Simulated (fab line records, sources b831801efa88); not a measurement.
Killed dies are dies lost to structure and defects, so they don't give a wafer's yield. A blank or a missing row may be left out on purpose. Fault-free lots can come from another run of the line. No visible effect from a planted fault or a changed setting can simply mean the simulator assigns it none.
Problem report in the 8D (eight disciplines) form, filled by code -- flow sky130 -- the parts of the form that need people (team, actions taken, sign-off) are left out

## 1. WHAT WENT WRONG
Across 6 wafers from 2 lots, SD_N_RS at SKY_SD_N_RS_MEAS_16 averages 64.86 ohm/sq, while fault-free wafers read 68.58 ohm/sq with a standard deviation of 0.13. Relative to the usual mean, that is a shift of -29 standard deviations.
The step: measures by four-point-probe.
First observed at day 31 01:16: wafer L363.3, on filmMetro-01. Wafers with a number at this step in the record: 42, from 14 lots. The rule behind "out" and "out of limits": a value lying over 4 standard deviations away from the usual mean. All remaining wafers that have a number are taken as sound.

## 2. WHAT THIS IS AND IS NOT
question,is,is not
which readings at this step,SD_N_RS,-
which lots,"L363, L365","L354, L356, L359, L362, L364, L368, L369, L371, L373, L375, L376, L377"
which wafers of those lots,all that have a number,-
read on which gauges,filmMetro-01,"filmMetro-03, filmMetro-04"
when,from day 31 01:16,"up to then (12 sound wafers); but 24 sound wafers of L364, L368, L369, L371, L373, L375, L376, L377 came after"

## 3. WHAT RULES OUT EACH SUSPECT
Counting: a tool at a process step up to the reading stays a suspect if it ran every lot that is out and no sound lot after the first of them.
- the gauge at SKY_SD_N_RS_MEAS_16: ruled out. All the wafers that are out were read on filmMetro-01, but those of them that SKY_SD_N_IMPLANT_09 has rows for are out there too, on other tools.
- implanter-01 at SKY_SD_N_IMPLANT_09: ruled out as a lasting fault. After its first lot that is out, L363 (day 31 00:32), sound lots L375 ran on it.
Left after counting: nothing in the record.

## 4. THE CAUSE (what the simulator had put in)
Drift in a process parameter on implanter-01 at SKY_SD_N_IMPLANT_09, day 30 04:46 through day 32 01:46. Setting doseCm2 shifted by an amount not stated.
The count ruled it out by mistake, since the rule takes a fault to strike every lot its tool runs from the start of the fault on, and this one did not do so.

## 5. THE CHAIN OF EFFECTS, in route order
Each row: a reading whose mean over the struck wafers that have a number lies more than 3 standard deviations from the usual. Only readings whose record carries a usual standard deviation are examined. hours: median over the lots of the time between each lot's start at the first step of this table that gives one and its start at this step. sigmas: the change, counted in usual standard deviations.
hours,step,reading,usual,on struck wafers,change,sigmas
0,SKY_SD_N_IMPLANT_09,beamOnS,18.5 s,30.9,+12.4,+28
0,SKY_SD_N_IMPLANT_09,doseIonsCm2,4e+15,7e+15,+3e+15,+99 or more
0,SKY_SD_N_STRIP_11,oesProductAu,0.527 a.u.,0.511,-0.016,-3.7
0,SKY_SD_N_STRIP_11,stripTimeToEndpointS,22.55 s,23.63,+1.08,+22
1,SKY_SD_N_RS_MEAS_16,SD_N_RS,68.58 ohm/sq,64.86,-3.72,-29
Its process steps:
- SKY_SD_N_IMPLANT_09
- SKY_SD_N_STRIP_11: strips in O2/N2.

## 6. HOW IT WOULD HAVE BEEN CAUGHT EARLIER
Counted from the fault's start at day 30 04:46, it took 20 hours until the first out-of-limits reading at a measuring or inspecting step in this record, taken at day 31 01:16.
The tool's own readings at SKY_SD_N_IMPLANT_09 were out on every struck wafer that the step has a row for (beamOnS, doseIonsCm2): an alarm limit on them would have fired on the first of those.
